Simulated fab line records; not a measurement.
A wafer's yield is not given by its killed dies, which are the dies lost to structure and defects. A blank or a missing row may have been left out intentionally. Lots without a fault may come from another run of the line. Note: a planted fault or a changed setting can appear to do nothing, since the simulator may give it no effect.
Problem report, 8D (eight disciplines) form, completed by code ; flow gf180mcu ; the parts of the form that need people (team, actions taken, sign-off) are left out

== 1. THE ISSUE ==
Wafers without a fault read 160.00, standard deviation 0.053; beam energy keV at GF_NWELL_IMPLANT_09 reads a mean of 167.20 on 6 wafers belonging to 2 lots. That is +99 or more standard deviations from the usual mean.
First observed at day 6 07:23: wafer L189.2, on implanter-04. At this step, 18 wafers from 6 lots have a number in the record. By rule, "out" or "out of limits" means more than 4 standard deviations away from the usual mean. The rest of the wafers with a number are treated as sound.

== 2. WHAT IT IS AND WHAT IT IS NOT ==
question;is;is not
which readings at this step;beam energy keV;tilt deg
which lots;L189, L191;L179, L181, L192, L194
which wafers of those lots;all that have a number;-
read on which tools;implanter-04;implanter-01
when;from day 6 07:23;"up to then (6 sound wafers); but 6 sound wafers of L192, L194 came after"

== 3. WHAT RULES OUT EACH SUSPECT ==
Counting: a tool at any process step up to the reading remains a suspect when it ran all the lots that are out and ran no sound lot after the first of those.
- plasma asher-02 at GF_DNWELL_STRIP_08 (strips in O2/N2): kept. It ran every lot that is out, first L189 (day 5 16:41), and no sound lot after that; its last sound lot up to then is L181 (day 3 20:35).
- implanter-04 at GF_NWELL_IMPLANT_09: kept. It ran every lot that is out, first L189 (day 6 07:23), and no sound lot after that; its last sound lot up to then is L181 (day 4 10:40). Its own readings are out on those wafers: beam energy keV.
What counting leaves: plasma asher-02 at GF_DNWELL_STRIP_08 and implanter-04 at GF_NWELL_IMPLANT_09.

== 4. THE CAUSE (what the simulator had put in) ==
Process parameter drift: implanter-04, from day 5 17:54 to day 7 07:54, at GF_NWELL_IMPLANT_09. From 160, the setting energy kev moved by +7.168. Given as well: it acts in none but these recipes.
After counting, 2 suspects remain, this tool included.

== 5. THE EFFECT CHAIN, in route order ==
Rows list readings where the struck wafers' mean (over those with a number) sits beyond 3 standard deviations from the usual. Readings are gone through only where the record gives a usual standard deviation; hours: the median, over the lots, of the time from a lot's start at the first step in this table giving one to that lot's start at this step; sigmas: the change measured in usual standard deviations.
hours;step;reading;usual;on struck wafers;change;sigmas
0;GF_NWELL_IMPLANT_09;beam energy keV;160.00;167.20;+7.20;+99 or more
Here are the process steps it includes:
- GF_NWELL_IMPLANT_09

== 6. WHAT WOULD HAVE CAUGHT IT SOONER ==
First out-of-limits reading in this record: day 6 07:23, which is 13 hours after fault onset at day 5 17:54.
